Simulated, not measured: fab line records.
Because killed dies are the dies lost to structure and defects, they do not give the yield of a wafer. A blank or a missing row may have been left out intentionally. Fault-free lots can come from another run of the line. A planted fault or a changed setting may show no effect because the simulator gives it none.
fab line records || flow sky130 || part 2 of 2: steps 35 to 46 of 46
record: {"lots": 5, "wafers": 15, "last_day": 49}
route steps=708 shown DNWELL@44 PWDE@45 NWELL@56 VT_ADJUST_HVTP@85
lots that met no fault: from a run of the same line without faults
start_h: hours from the record's opening day to when the first of the lot's shown wafers began || wait_h: hours since the lot's step before || " same as the row above || L1.1+2: a single row standing in for several wafers || - either no value or no given start || * or withheld: withheld || < > ~ a bound
route shown NAME@n: a module of which the file shows steps, and the number in the route of the first || usual: mean/standard deviation taken from wafers without a fault || same: alike in all rows || chamber/n: place in a boat || sites: per-site readings || _std_site: standard deviation of those values || _edge_site: the outer-site mean with the inner-site mean subtracted || radius_mm: how far each site lies from the wafer's centre || mask NAME#n: copy n || behind: tool/chamber where the wafer was last shaped || hold: the reason the lot was held/the length of the hold in hours/how it ended || device: whichever transistor did not switch (one of n, p or np) || end of line: the same wafers' tests at the end of the route || a step given without rows: its recipe and nothing more || killed: at the first sort, the dies lost to defects and structure; wafer yield is something else || map: shows each die of a wafer: x if killed, . if not, _ if none is there
set.NAME: setting as actually run; set.NAME@STEP: the setting as run at that earlier step || model.NAME: the simulator's own value behind a step, which no gauge read
lots at some steps of the route; a table a step, a row a wafer
services: from which hour (start_h, from the record's first day; less than 0 if before it) a tool's chamber was out of use, for how many hours, and why
== steps ==
step: SKY_NWELL_STRIP_25
recipe: {"chemistry": "O2/N2", "power_w": 1400, "pressure_mtorr": 1500, "platen_temp_c": "withheld", "o2_flow_sccm": 3000, "n2_flow_sccm": 300, "overash_fraction": 0.5}
usual: {"chamber_pressure_mTorr": "1500.0/1.2", "drypump_motor_current_A": "5.8/0.65", "oes_product_au": "0.722/0.0047", "strip_time_to_endpoint_s": "36.89/0.083"}
{"lot.wafer": "L075.1", "tool": "plasma_asher-03", "chamber": 1, "start_h": 111.49, "wait_h": 0.1, "chamber_pressure_mTorr": 1499.2, "drypump_motor_current_A": 5.0, "oes_product_au": 0.718, "rf_hours_counter_h": 43, "strip_time_to_endpoint_s": 37.04}
{"lot.wafer": "L075.4", "tool": "plasma_asher-03", "chamber": 0, "start_h": 111.49, "wait_h": 0.1, "chamber_pressure_mTorr": 1498.6, "drypump_motor_current_A": 5.8, "oes_product_au": 0.729, "rf_hours_counter_h": "-", "strip_time_to_endpoint_s": 37.16}
{"lot.wafer": "L075.5", "tool": "plasma_asher-03", "chamber": 1, "start_h": 111.49, "wait_h": 0.1, "chamber_pressure_mTorr": 1501.3, "drypump_motor_current_A": 4.9, "oes_product_au": 0.719, "rf_hours_counter_h": "-", "strip_time_to_endpoint_s": 37.05}
{"lot.wafer": "L086.2", "tool": "plasma_asher-02", "chamber": 0, "start_h": 174.74, "wait_h": 0.1, "chamber_pressure_mTorr": 1501.0, "drypump_motor_current_A": 6.7, "oes_product_au": 0.725, "rf_hours_counter_h": 37, "strip_time_to_endpoint_s": 36.96}
{"lot.wafer": "L086.5", "tool": "plasma_asher-02", "chamber": 0, "start_h": 174.74, "wait_h": 0.1, "chamber_pressure_mTorr": 1502.6, "drypump_motor_current_A": 6.7, "oes_product_au": 0.722, "rf_hours_counter_h": "-", "strip_time_to_endpoint_s": 36.93}
{"lot.wafer": "L086.6", "tool": "plasma_asher-02", "chamber": 1, "start_h": 174.74, "wait_h": 0.1, "chamber_pressure_mTorr": 1501.3, "drypump_motor_current_A": 5.4, "oes_product_au": 0.725, "rf_hours_counter_h": "-", "strip_time_to_endpoint_s": 36.97}
{"lot.wafer": "L088.1", "tool": "plasma_asher-04", "chamber": 0, "start_h": 189.49, "wait_h": 0.1, "chamber_pressure_mTorr": 1501.8, "drypump_motor_current_A": 5.2, "oes_product_au": 0.718, "rf_hours_counter_h": 50, "strip_time_to_endpoint_s": 36.83}
{"lot.wafer": "L088.2", "tool": "plasma_asher-04", "chamber": 1, "start_h": 189.49, "wait_h": 0.1, "chamber_pressure_mTorr": 1499.4, "drypump_motor_current_A": 6.5, "oes_product_au": 0.721, "rf_hours_counter_h": 50, "strip_time_to_endpoint_s": 37.04}
{"lot.wafer": "L088.5", "tool": "plasma_asher-04", "chamber": 1, "start_h": 189.49, "wait_h": 0.1, "chamber_pressure_mTorr": 1498.5, "drypump_motor_current_A": 6.5, "oes_product_au": 0.725, "rf_hours_counter_h": "-", "strip_time_to_endpoint_s": 36.99}
{"lot.wafer": "L090.2", "tool": "plasma_asher-02", "chamber": 1, "start_h": 204.79, "wait_h": 0.1, "chamber_pressure_mTorr": 1501.5, "drypump_motor_current_A": 5.4, "oes_product_au": 0.724, "rf_hours_counter_h": 40, "strip_time_to_endpoint_s": 36.86}
{"lot.wafer": "L090.3", "tool": "plasma_asher-02", "chamber": 0, "start_h": 204.79, "wait_h": 0.1, "chamber_pressure_mTorr": 1498.7, "drypump_motor_current_A": 6.7, "oes_product_au": 0.720, "rf_hours_counter_h": "-", "strip_time_to_endpoint_s": 36.92}
{"lot.wafer": "L090.6", "tool": "plasma_asher-02", "chamber": 1, "start_h": 204.79, "wait_h": 0.1, "chamber_pressure_mTorr": 1499.2, "drypump_motor_current_A": 5.4, "oes_product_au": 0.721, "rf_hours_counter_h": "-", "strip_time_to_endpoint_s": 36.83}
{"lot.wafer": "L094.2", "tool": "plasma_asher-04", "chamber": 0, "start_h": 223.64, "wait_h": 0.1, "chamber_pressure_mTorr": 1501.4, "drypump_motor_current_A": 5.2, "oes_product_au": 0.718, "rf_hours_counter_h": 54, "strip_time_to_endpoint_s": 36.84}
{"lot.wafer": "L094.4", "tool": "plasma_asher-04", "chamber": 1, "start_h": 223.64, "wait_h": 0.1, "chamber_pressure_mTorr": 1500.2, "drypump_motor_current_A": 6.5, "oes_product_au": 0.726, "rf_hours_counter_h": "-", "strip_time_to_endpoint_s": 36.95}
{"lot.wafer": "L094.5", "tool": "plasma_asher-04", "chamber": 1, "start_h": 223.64, "wait_h": 0.1, "chamber_pressure_mTorr": 1499.7, "drypump_motor_current_A": 6.5, "oes_product_au": 0.724, "rf_hours_counter_h": "-", "strip_time_to_endpoint_s": 37.01}
step: SKY_NWELL_TW_MEAS_26
usual: {"NWELL_2_TW": "488/4.7"}
{"lot.wafer": "L075.1", "tool": "film_metro-01", "chamber": "-", "start_h": 111.59, "wait_h": 0.1, "NWELL_2_TW": 484}
{"lot.wafer": "L075.4", "tool": "film_metro-01", "chamber": "-", "start_h": 111.59, "wait_h": 0.1, "NWELL_2_TW": 483}
{"lot.wafer": "L075.5", "tool": "film_metro-01", "chamber": "-", "start_h": 111.59, "wait_h": 0.1, "NWELL_2_TW": 483}
{"lot.wafer": "L086.2", "tool": "film_metro-03", "chamber": "-", "start_h": 174.85, "wait_h": 0.1, "NWELL_2_TW": 492}
{"lot.wafer": "L086.5", "tool": "film_metro-03", "chamber": "-", "start_h": 174.85, "wait_h": 0.1, "NWELL_2_TW": 492}
{"lot.wafer": "L086.6", "tool": "film_metro-03", "chamber": "-", "start_h": 174.85, "wait_h": 0.1, "NWELL_2_TW": 490}
{"lot.wafer": "L088.1", "tool": "film_metro-03", "chamber": "-", "start_h": 189.59, "wait_h": 0.1, "NWELL_2_TW": 493}
{"lot.wafer": "L088.2", "tool": "film_metro-03", "chamber": "-", "start_h": 189.59, "wait_h": 0.1, "NWELL_2_TW": 492}
{"lot.wafer": "L088.5", "tool": "film_metro-03", "chamber": "-", "start_h": 189.59, "wait_h": 0.1, "NWELL_2_TW": 491}
{"lot.wafer": "L090.2", "tool": "film_metro-01", "chamber": "-", "start_h": 204.90, "wait_h": 0.1, "NWELL_2_TW": 483}
{"lot.wafer": "L090.3", "tool": "film_metro-01", "chamber": "-", "start_h": 204.90, "wait_h": 0.1, "NWELL_2_TW": 482}
{"lot.wafer": "L090.6", "tool": "film_metro-01", "chamber": "-", "start_h": 204.90, "wait_h": 0.1, "NWELL_2_TW": 483}
{"lot.wafer": "L094.2", "tool": "film_metro-01", "chamber": "-", "start_h": 223.75, "wait_h": 0.1, "NWELL_2_TW": 484}
{"lot.wafer": "L094.4", "tool": "film_metro-01", "chamber": "-", "start_h": 223.75, "wait_h": 0.1, "NWELL_2_TW": 482}
{"lot.wafer": "L094.5", "tool": "film_metro-01", "chamber": "-", "start_h": 223.75, "wait_h": 0.1, "NWELL_2_TW": 485}
step: SKY_NWELL_CLEAN_27
recipe: {"chemistry": "SC1/SC2", "mix": "1:4:20", "temp_c": 70, "time_s": 150, "dry": "n2_spin"}
{"lot.wafer": "L075.1+4+5", "tool": "wet_bench-01", "chamber": 2, "start_h": 111.65, "wait_h": 0.1}
{"lot.wafer": "L086.2+5+6", "tool": "wet_bench-04", "chamber": 3, "start_h": 174.90, "wait_h": 0.0}
{"lot.wafer": "L088.1+2+5", "tool": "wet_bench-01", "chamber": 2, "start_h": 189.65, "wait_h": 0.1}
{"lot.wafer": "L090.2+3+6", "tool": "wet_bench-04", "chamber": 1, "start_h": 204.95, "wait_h": 0.0}
{"lot.wafer": "L094.2+4+5", "tool": "wet_bench-01", "chamber": 1, "start_h": 223.80, "wait_h": 0.0}
step: SKY_NWELL_RTA_28
recipe: {"temp_c": 1050, "time_s": 30, "idle_temp_c": 650, "ramp_up_c_per_s": 150, "ramp_down_c_per_s": 90, "ambient": "N2"}
usual: {"lamp_power_pct": "25.30/0.054", "ramp_up_c_per_s": "150.00/0.028", "wafer_temp_C_max": "1054.8/0.91"}
{"lot.wafer": "L075.1", "tool": "rtp_anneal-01", "chamber": 0, "start_h": 111.70, "wait_h": 0.0, "lamp_power_pct": 25.35, "ramp_up_c_per_s": 150.00, "wafer_temp_C_max": 1056.1}
{"lot.wafer": "L075.4", "tool": "rtp_anneal-01", "chamber": 0, "start_h": 111.70, "wait_h": 0.0, "lamp_power_pct": 25.32, "ramp_up_c_per_s": 149.99, "wafer_temp_C_max": 1054.0}
{"lot.wafer": "L075.5", "tool": "rtp_anneal-01", "chamber": 0, "start_h": 111.70, "wait_h": 0.0, "lamp_power_pct": 25.21, "ramp_up_c_per_s": 149.95, "wafer_temp_C_max": 1057.0}
{"lot.wafer": "L086.2", "tool": "rtp_anneal-01", "chamber": 0, "start_h": 174.97, "wait_h": 0.0, "lamp_power_pct": 25.29, "ramp_up_c_per_s": 149.99, "wafer_temp_C_max": 1053.5}
{"lot.wafer": "L086.5", "tool": "rtp_anneal-01", "chamber": 0, "start_h": 174.97, "wait_h": 0.0, "lamp_power_pct": 25.32, "ramp_up_c_per_s": 150.03, "wafer_temp_C_max": 1053.8}
{"lot.wafer": "L086.6", "tool": "rtp_anneal-01", "chamber": 0, "start_h": 174.97, "wait_h": 0.0, "lamp_power_pct": 25.22, "ramp_up_c_per_s": 149.97, "wafer_temp_C_max": 1054.1}
{"lot.wafer": "L088.1", "tool": "rtp_anneal-01", "chamber": 0, "start_h": 189.70, "wait_h": 0.0, "lamp_power_pct": 25.37, "ramp_up_c_per_s": 149.98, "wafer_temp_C_max": 1054.3}
{"lot.wafer": "L088.2", "tool": "rtp_anneal-01", "chamber": 0, "start_h": 189.70, "wait_h": 0.0, "lamp_power_pct": 25.24, "ramp_up_c_per_s": 149.97, "wafer_temp_C_max": 1056.2}
{"lot.wafer": "L088.5", "tool": "rtp_anneal-01", "chamber": 0, "start_h": 189.70, "wait_h": 0.0, "lamp_power_pct": 25.29, "ramp_up_c_per_s": 149.94, "wafer_temp_C_max": 1054.3}
{"lot.wafer": "L090.2", "tool": "rtp_anneal-02", "chamber": 0, "start_h": 205.01, "wait_h": 0.0, "lamp_power_pct": 25.31, "ramp_up_c_per_s": 150.01, "wafer_temp_C_max": 1057.1}
{"lot.wafer": "L090.3", "tool": "rtp_anneal-02", "chamber": 0, "start_h": 205.01, "wait_h": 0.0, "lamp_power_pct": 25.35, "ramp_up_c_per_s": 150.01, "wafer_temp_C_max": 1055.0}
{"lot.wafer": "L090.6", "tool": "rtp_anneal-02", "chamber": 0, "start_h": 205.01, "wait_h": 0.0, "lamp_power_pct": 25.26, "ramp_up_c_per_s": 150.01, "wafer_temp_C_max": 1055.3}
{"lot.wafer": "L094.2", "tool": "rtp_anneal-01", "chamber": 0, "start_h": 223.86, "wait_h": 0.0, "lamp_power_pct": 25.34, "ramp_up_c_per_s": 150.02, "wafer_temp_C_max": 1054.9}
{"lot.wafer": "L094.4", "tool": "rtp_anneal-01", "chamber": 0, "start_h": 223.86, "wait_h": 0.0, "lamp_power_pct": 25.20, "ramp_up_c_per_s": 150.04, "wafer_temp_C_max": 1053.2}
{"lot.wafer": "L094.5", "tool": "rtp_anneal-01", "chamber": 0, "start_h": 223.86, "wait_h": 0.0, "lamp_power_pct": 25.33, "ramp_up_c_per_s": 150.02, "wafer_temp_C_max": 1053.8}
step: SKY_NWELL_RS_MEAS_29
recipe: {"thk_meas_gauge": "four-point-probe"}
usual: {"NWELL_RS": "625.5/1.8"}
{"lot.wafer": "L075.1", "tool": "film_metro-03", "chamber": "-", "start_h": 111.80, "wait_h": 0.1, "NWELL_RS[ohm/sq]": 624.1}
{"lot.wafer": "L075.4", "tool": "film_metro-03", "chamber": "-", "start_h": 111.80, "wait_h": 0.1, "NWELL_RS[ohm/sq]": 623.5}
{"lot.wafer": "L075.5", "tool": "film_metro-03", "chamber": "-", "start_h": 111.80, "wait_h": 0.1, "NWELL_RS[ohm/sq]": 626.7}
{"lot.wafer": "L086.2", "tool": "film_metro-01", "chamber": "-", "start_h": 175.08, "wait_h": 0.1, "NWELL_RS[ohm/sq]": 627.0}
{"lot.wafer": "L086.5", "tool": "film_metro-01", "chamber": "-", "start_h": 175.08, "wait_h": 0.1, "NWELL_RS[ohm/sq]": 626.8}
{"lot.wafer": "L086.6", "tool": "film_metro-01", "chamber": "-", "start_h": 175.08, "wait_h": 0.1, "NWELL_RS[ohm/sq]": 626.9}
{"lot.wafer": "L088.1", "tool": "film_metro-01", "chamber": "-", "start_h": 189.80, "wait_h": 0.1, "NWELL_RS[ohm/sq]": 627.0}
{"lot.wafer": "L088.2", "tool": "film_metro-01", "chamber": "-", "start_h": 189.80, "wait_h": 0.1, "NWELL_RS[ohm/sq]": 625.9}
{"lot.wafer": "L088.5", "tool": "film_metro-01", "chamber": "-", "start_h": 189.80, "wait_h": 0.1, "NWELL_RS[ohm/sq]": 625.4}
{"lot.wafer": "L090.2", "tool": "film_metro-04", "chamber": "-", "start_h": 205.12, "wait_h": 0.1, "NWELL_RS[ohm/sq]": 623.2}
{"lot.wafer": "L090.3", "tool": "film_metro-04", "chamber": "-", "start_h": 205.12, "wait_h": 0.1, "NWELL_RS[ohm/sq]": 624.3}
{"lot.wafer": "L090.6", "tool": "film_metro-04", "chamber": "-", "start_h": 205.12, "wait_h": 0.1, "NWELL_RS[ohm/sq]": 623.5}
{"lot.wafer": "L094.2", "tool": "film_metro-04", "chamber": "-", "start_h": 223.97, "wait_h": 0.1, "NWELL_RS[ohm/sq]": 628.1}
{"lot.wafer": "L094.4", "tool": "film_metro-04", "chamber": "-", "start_h": 223.97, "wait_h": 0.1, "NWELL_RS[ohm/sq]": 625.5}
{"lot.wafer": "L094.5", "tool": "film_metro-04", "chamber": "-", "start_h": 223.97, "wait_h": 0.1, "NWELL_RS[ohm/sq]": 629.0}
step: SKY_NWELL_RS_MEAS_31
recipe: {"thk_meas_gauge": "four-point-probe"}
usual: {"PWDE_RS": "5282/18"}
{"lot.wafer": "L075.1", "tool": "film_metro-03", "chamber": "-", "start_h": 112.04, "wait_h": 0.1, "PWDE_RS[ohm/sq]": 5258}
{"lot.wafer": "L075.4", "tool": "film_metro-03", "chamber": "-", "start_h": 112.04, "wait_h": 0.1, "PWDE_RS[ohm/sq]": 5267}
{"lot.wafer": "L075.5", "tool": "film_metro-03", "chamber": "-", "start_h": 112.04, "wait_h": 0.1, "PWDE_RS[ohm/sq]": 5276}
{"lot.wafer": "L086.2", "tool": "film_metro-01", "chamber": "-", "start_h": 175.32, "wait_h": 0.1, "PWDE_RS[ohm/sq]": 5266}
{"lot.wafer": "L086.5", "tool": "film_metro-01", "chamber": "-", "start_h": 175.32, "wait_h": 0.1, "PWDE_RS[ohm/sq]": 5285}
{"lot.wafer": "L086.6", "tool": "film_metro-01", "chamber": "-", "start_h": 175.32, "wait_h": 0.1, "PWDE_RS[ohm/sq]": 5264}
{"lot.wafer": "L088.1", "tool": "film_metro-01", "chamber": "-", "start_h": 190.04, "wait_h": 0.1, "PWDE_RS[ohm/sq]": 5270}
{"lot.wafer": "L088.2", "tool": "film_metro-01", "chamber": "-", "start_h": 190.04, "wait_h": 0.1, "PWDE_RS[ohm/sq]": 5269}
{"lot.wafer": "L088.5", "tool": "film_metro-01", "chamber": "-", "start_h": 190.04, "wait_h": 0.1, "PWDE_RS[ohm/sq]": 5285}
{"lot.wafer": "L090.2", "tool": "film_metro-04", "chamber": "-", "start_h": 205.36, "wait_h": 0.1, "PWDE_RS[ohm/sq]": 5275}
{"lot.wafer": "L090.3", "tool": "film_metro-04", "chamber": "-", "start_h": 205.36, "wait_h": 0.1, "PWDE_RS[ohm/sq]": 5287}
{"lot.wafer": "L090.6", "tool": "film_metro-04", "chamber": "-", "start_h": 205.36, "wait_h": 0.1, "PWDE_RS[ohm/sq]": 5282}
{"lot.wafer": "L094.2", "tool": "film_metro-04", "chamber": "-", "start_h": 224.21, "wait_h": 0.1, "PWDE_RS[ohm/sq]": 5275}
{"lot.wafer": "L094.4", "tool": "film_metro-04", "chamber": "-", "start_h": 224.21, "wait_h": 0.1, "PWDE_RS[ohm/sq]": 5293}
{"lot.wafer": "L094.5", "tool": "film_metro-04", "chamber": "-", "start_h": 224.21, "wait_h": 0.1, "PWDE_RS[ohm/sq]": 5270}
step: SKY_VT_ADJUST_HVTP_DEHYDRATE_00
recipe: {"temp_c": 200, "time_s": 60}
{"lot.wafer": "L075.1+4+5", "tool": "litho_track-01", "chamber": 0, "start_h": 121.11, "wait_h": 9.1}
{"lot.wafer": "L086.2+5+6", "tool": "litho_track-01", "chamber": 0, "start_h": 185.44, "wait_h": 10.1}
{"lot.wafer": "L088.1+2+5", "tool": "litho_track-01", "chamber": 0, "start_h": 199.86, "wait_h": 9.8}
{"lot.wafer": "L090.2+3+6", "tool": "litho_track-02", "chamber": 0, "start_h": 215.42, "wait_h": 10.0}
{"lot.wafer": "L094.2+4+5", "tool": "litho_track-02", "chamber": 0, "start_h": 235.07, "wait_h": 10.8}
step: SKY_VT_ADJUST_HVTP_HMDS_01
recipe: {"prime_time_s": 60, "prime_temp_c": 120}
{"lot.wafer": "L075.1+4+5", "tool": "litho_track-01", "chamber": 0, "start_h": 121.26, "wait_h": 0.1}
{"lot.wafer": "L086.2+5+6", "tool": "litho_track-01", "chamber": 0, "start_h": 185.59, "wait_h": 0.1}
{"lot.wafer": "L088.1+2+5", "tool": "litho_track-01", "chamber": 0, "start_h": 200.01, "wait_h": 0.1}
{"lot.wafer": "L090.2+3+6", "tool": "litho_track-02", "chamber": 0, "start_h": 215.57, "wait_h": 0.1}
{"lot.wafer": "L094.2+4+5", "tool": "litho_track-02", "chamber": 0, "start_h": 235.22, "wait_h": 0.1}
step: SKY_VT_ADJUST_HVTP_COAT_02
recipe: {"resist": "NOVOLAK", "spin_rpm": 3000, "resist_thk_nm": 1140}
{"lot.wafer": "L075.1+4+5", "tool": "litho_track-01", "chamber": 0, "start_h": 121.41, "wait_h": 0.1}
{"lot.wafer": "L086.2+5+6", "tool": "litho_track-01", "chamber": 0, "start_h": 185.74, "wait_h": 0.1}
{"lot.wafer": "L088.1+2+5", "tool": "litho_track-01", "chamber": 0, "start_h": 200.16, "wait_h": 0.1}
{"lot.wafer": "L090.2+3+6", "tool": "litho_track-02", "chamber": 0, "start_h": 215.72, "wait_h": 0.1}
{"lot.wafer": "L094.2+4+5", "tool": "litho_track-02", "chamber": 0, "start_h": 235.37, "wait_h": 0.1}
step: SKY_VT_ADJUST_HVTP_SOFTBAKE_03
recipe: {"temp_c": 90, "time_s": 60, "resist": "NOVOLAK"}
{"lot.wafer": "L075.1+4+5", "tool": "litho_track-01", "chamber": 0, "start_h": 121.56, "wait_h": 0.1}
{"lot.wafer": "L086.2+5+6", "tool": "litho_track-01", "chamber": 0, "start_h": 185.89, "wait_h": 0.1}
{"lot.wafer": "L088.1+2+5", "tool": "litho_track-01", "chamber": 0, "start_h": 200.31, "wait_h": 0.1}
{"lot.wafer": "L090.2+3+6", "tool": "litho_track-02", "chamber": 0, "start_h": 215.87, "wait_h": 0.1}
{"lot.wafer": "L094.2+4+5", "tool": "litho_track-02", "chamber": 0, "start_h": 235.52, "wait_h": 0.1}
step: SKY_VT_ADJUST_HVTP_EXPOSE_04
recipe: {"mask_id": "HVTPM", "na": 0.6, "source_shape": "conventional", "sigma_outer": 0.6, "polarization": "unpolarized", "target_cd_nm": 380, "dose_mj": 140}
{"lot.wafer": "L075.1+4+5", "tool": "iline_stepper-02", "chamber": 0, "start_h": "-", "wait_h": "-", "mask": "HVTPM#0"}
{"lot.wafer": "L086.2+5+6", "tool": "iline_stepper-01", "chamber": 0, "start_h": "-", "wait_h": "-", "mask": "HVTPM#0"}
{"lot.wafer": "L088.1+2+5", "tool": "iline_stepper-02", "chamber": 0, "start_h": "-", "wait_h": "-", "mask": "HVTPM#0"}
{"lot.wafer": "L090.2+3+6", "tool": "iline_stepper-02", "chamber": 0, "start_h": "-", "wait_h": "-", "mask": "HVTPM#0"}
{"lot.wafer": "L094.2+4+5", "tool": "iline_stepper-02", "chamber": 0, "start_h": "-", "wait_h": "-", "mask": "HVTPM#0"}
step: SKY_VT_ADJUST_HVTP_PEB_05
recipe: {"temp_c": "withheld", "time_s": "*", "resist": "NOVOLAK"}
{"lot.wafer": "L075.1+4+5", "tool": "litho_track-04", "chamber": 0, "start_h": "-", "wait_h": "-"}
{"lot.wafer": "L086.2+5+6", "tool": "litho_track-01", "chamber": 0, "start_h": "-", "wait_h": "-"}
{"lot.wafer": "L088.1+2+5", "tool": "litho_track-04", "chamber": 0, "start_h": "-", "wait_h": "-"}
{"lot.wafer": "L090.2+3+6", "tool": "litho_track-04", "chamber": 0, "start_h": "-", "wait_h": "-"}
{"lot.wafer": "L094.2+4+5", "tool": "litho_track-01", "chamber": 0, "start_h": "-", "wait_h": "-"}
== services ==
{"tool": "plasma_asher-03", "chamber": "-", "start_h": 59.54, "hours": 0.9, "kind": "repair"}
{"tool": "implanter-03", "chamber": "-", "start_h": 72.69, "hours": 17.1, "kind": "repair"}
{"tool": "implanter-02", "chamber": "-", "start_h": 75.11, "hours": 4.8, "kind": "repair"}
{"tool": "plasma_asher-02", "chamber": "-", "start_h": 92.78, "hours": 3.9, "kind": "repair"}
{"tool": "implanter-01", "chamber": "-", "start_h": 96.10, "hours": 3.9, "kind": "repair"}
{"tool": "wet_bench-01", "chamber": "-", "start_h": 96.68, "hours": 2.8, "kind": "repair"}
{"tool": "plasma_asher-01", "chamber": "-", "start_h": 108.75, "hours": 9.0, "kind": "pm"}
{"tool": "implanter-03", "chamber": "-", "start_h": 115.22, "hours": 3.0, "kind": "pm"}
{"tool": "plasma_asher-03", "chamber": "-", "start_h": 125.48, "hours": 9.8, "kind": "pm"}
{"tool": "plasma_asher-01", "chamber": "-", "start_h": 127.27, "hours": 1.2, "kind": "repair"}
{"tool": "iline_stepper-02", "chamber": "-", "start_h": 128.57, "hours": 1.7, "kind": "pm"}
{"tool": "iline_stepper-01", "chamber": "-", "start_h": 130.24, "hours": 1.7, "kind": "pm"}
{"tool": "iline_stepper-02", "chamber": "-", "start_h": 141.16, "hours": 2.5, "kind": "repair"}
{"tool": "plasma_asher-03", "chamber": "-", "start_h": 142.07, "hours": 0.8, "kind": "repair"}
{"tool": "implanter-03", "chamber": "-", "start_h": 145.10, "hours": 24.1, "kind": "pm"}
{"tool": "rtp_anneal-01", "chamber": "-", "start_h": 166.35, "hours": 1.1, "kind": "pm"}
{"tool": "plasma_asher-03", "chamber": "-", "start_h": 167.32, "hours": 0.3, "kind": "repair"}
{"tool": "implanter-01", "chamber": "-", "start_h": 173.86, "hours": 3.4, "kind": "repair"}
{"tool": "implanter-01", "chamber": "-", "start_h": 175.55, "hours": 2.7, "kind": "repair"}
{"tool": "iline_stepper-01", "chamber": "-", "start_h": 190.24, "hours": 2.1, "kind": "pm"}
{"tool": "iline_stepper-01", "chamber": "-", "start_h": 202.30, "hours": 4.4, "kind": "pm"}
{"tool": "implanter-02", "chamber": "-", "start_h": 207.88, "hours": 4.3, "kind": "pm"}
{"tool": "implanter-01", "chamber": "-", "start_h": 213.41, "hours": 2.2, "kind": "repair"}
{"tool": "implanter-03", "chamber": "-", "start_h": 231.21, "hours": 3.2, "kind": "repair"}
